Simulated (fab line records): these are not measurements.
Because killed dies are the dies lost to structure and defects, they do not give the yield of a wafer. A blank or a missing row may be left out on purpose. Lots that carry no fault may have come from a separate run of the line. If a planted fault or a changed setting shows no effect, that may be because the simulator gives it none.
A struck lot beside a sound one | flow sky130 | 16 steps out of a route of 708
Sound: these wafers, L279.1, L279.2, L279.6. Struck: wafer L282.2 (left out: L282.3, L282.4 of the same lot, which were not struck); the cause appears at the end.
For every step that has rows: the tool of each side, followed by ch and its chambers, followed by its first start. Under that, the readings that differ: sound wafers | struck wafers | difference of the means | sigmas: that difference in standard deviations of wafers without a fault.
alike: words and numbers the same on both sides, and readings whose means are apart by under 2 such deviations; not compared: readings that were withheld, readings missing a value for some wafer, numbers with overlapping values and no deviation given by the record, and bounds like >300 which may hide the same value.
A row with sigmas, a row that says differs or no value, or rows on one side alone: a step with any of these is where the two part. Non-overlapping numbers with no deviation appear without sigmas and do not part them. Lack of a reading on every wafer of one side parts them only where that side has two or more wafers.

first, 8 steps without rows for these wafers: SKY_POLY_GATE_DEHYDRATE_05 (time 60 s); SKY_POLY_GATE_HMDS_06 (prime time 60 s); SKY_POLY_GATE_COAT_07 (resist thk 110 nm); SKY_POLY_GATE_COAT_08 (resist thk 450 nm); SKY_POLY_GATE_SOFTBAKE_09 (time 90 s); SKY_POLY_GATE_EXPOSE_10 (exposes mask P1M, target cd 150 nm); SKY_POLY_GATE_PEB_11; SKY_POLY_GATE_DEVELOP_12 (develop time 60 s).
SKY_POLY_GATE_CD_MEAS_13 targets a cd of 150 nm.
  sound on cd_sem-02 at day 18 10:08; struck on cd_sem-01 at day 19 12:40
  alike: cd_nm
SKY_POLY_GATE_OVL_MEAS_14:
  sound on overlay-01 at day 18 10:16; struck on overlay-01 at day 19 12:47
  alike: POLY_GATE_OVL
SKY_POLY_GATE_ETCH_15: etches BARC in N2/H2, stops on SiO2, time 118.5 s, target depth 110 nm.
  sound on rie_diel-01 ch 1,3, day 18 10:17; struck on rie_diel-03 ch 0, day 19 12:49
  alike: drypump_motor_current_A, oes_product_au, run_length_s, throttle_valve_pct
  not compared: rf_hours_counter_h
SKY_POLY_GATE_ETCH_16: etches Si3N4 in CH3F/O2, stops on poly-Si, time 147.5 s, target depth 75 nm.
  sound on rie_diel-01 ch 1,3, day 18 10:23; struck on rie_diel-03 ch 0, day 19 12:53
  alike: drypump_motor_current_A, oes_product_au, run_length_s, throttle_valve_pct
  not compared: rf_hours_counter_h
SKY_POLY_GATE_ETCH_17: etches poly-Si in HBr/Cl2, stops on SiO2, target depth 180 nm, time 70.5 s.
  sound on rie_si-01 ch 1,2,3, day 18 10:28; struck on rie_si-01 ch 0, day 19 12:59
  reading                                          | sound             | struck | difference | sigmas
  oes_product_au (a.u.)                            | 0.985 0.982 0.977 | 0.929  | -0.052     | -8
  run_length_s (s)                                 | 98.1 98.7 99.2    | 106.0  | +7.3       | +15
  model.KrF-thick_of_POLY_GATE_COAT_08.thk_nm (nm) | 141.9 139 138.6   | 132.2  | -7.6       |
  model.SiO2_of_SONOS_ONO_CVD_04.thk_nm (nm)       | 4.226 4.203 4.309 | 3.831  | -0.415     |
  alike: drypump_motor_current_A, throttle_valve_pct
  not compared: rf_hours_counter_h
SKY_POLY_GATE_STRIP_18: strips in O2/N2.
  sound on plasma_asher-02 ch 0,1, day 18 10:32; struck on plasma_asher-02 ch 1, day 19 13:03
  reading                      | sound          | struck | difference | sigmas
  strip_time_to_endpoint_s (s) | 3.19 3.15 3.15 | 3.09   | -0.07      | -2
  alike: drypump_motor_current_A, o2_flow_sccm, oes_product_au
  not compared: rf_hours_counter_h
then, 1 step without rows for these wafers: SKY_POLY_GATE_CLEAN_19 (cleans in SC1/SC2, time 150 s).
-- the record jumps here: 28 days lie between the struck wafers' starts before and after (it left off in module POLY_GATE and takes up again in module PAD_OPEN, whose first step shown is number 708 of the route) --
SKY_PAD_OPEN_PROBE_99:
  sound on prober-02 at day 47 02:16; struck on prober-01 at day 47 21:42
  reading             | sound     | struck | difference | sigmas
  killed_at_front_end | 30 14 17  | 9      | -11        | -2
  killed_dies         | 91 93 100 | 75     | -20        | -2
  alike: killed_at_M0_to_M3, killed_at_M4_up, killed_at_contacts, killed_at_other, killed_on_rim, killed_open, killed_short

## WHERE THEY PART
Earliest at SKY_POLY_GATE_ETCH_17; latest, in this record, at SKY_PAD_OPEN_PROBE_99.

WHY: whatever the simulator had introduced
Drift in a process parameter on rie_si-01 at SKY_POLY_GATE_ETCH_17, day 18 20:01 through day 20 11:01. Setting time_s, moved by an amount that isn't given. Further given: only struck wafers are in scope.
